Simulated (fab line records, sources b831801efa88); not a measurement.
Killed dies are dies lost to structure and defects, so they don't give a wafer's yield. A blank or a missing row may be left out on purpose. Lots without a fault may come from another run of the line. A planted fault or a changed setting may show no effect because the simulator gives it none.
Which tool did it? | flow sky130 | 12 lots, 36 wafers sampled, at 1 step of a route of 708

WHAT THE GAUGES READ, wafer by wafer
SKY_DNWELL_TW_MEAS_09.
lot  | measured    | on            | DNWELL_TW
L075 | day 3 08:16 | film_metro-01 | 1125 1125 1127
L077 | day 3 20:43 | film_metro-04 | 1098 1098 1098
L079 | day 4 07:40 | film_metro-03 | 1086 1090 1085
L081 | day 4 20:14 | film_metro-03 | 1098 1093 1090
L083 | day 5 03:18 | film_metro-04 | 1109 1100 1103
L085 | day 5 15:08 | film_metro-04 | 1102 1101 1093
L087 | day 6 01:50 | film_metro-03 | 1100 1098 1094
L089 | day 6 12:09 | film_metro-03 | 1099 1100 1093
L091 | day 6 21:03 | film_metro-04 | 1092 1100 1095
L093 | day 7 11:06 | film_metro-04 | 1100 1097 1096
L095 | day 7 22:04 | film_metro-01 | 1128 1137 1129
L097 | day 8 10:21 | film_metro-01 | 1114 1116 1118

WHICH TOOL RAN EACH LOT (tool, then ch and the chambers of the sampled wafers, then the start)
The record holds no process step before these readings.

THE ANSWER, worked out from the rows above alone
Rule: what is usual is taken from the lots themselves. Put in order of their means at a reading, lots are off if they are a third of the lots or fewer, leave a main group of 4 or more, and stand apart from it by a gap of 3 or more times the standard deviation of the main group's means; of several such gaps the widest counts. A main group whose means are all the same, to the digits that the tables above print for the reading, isn't used. A lot without any number at a reading at which 4 lots or more have one is off too. The other lots that the step has rows for count as sound.
No lot is off at any reading shown: from this, nothing can be told.

WHAT THE SIMULATOR HAD PUT IN
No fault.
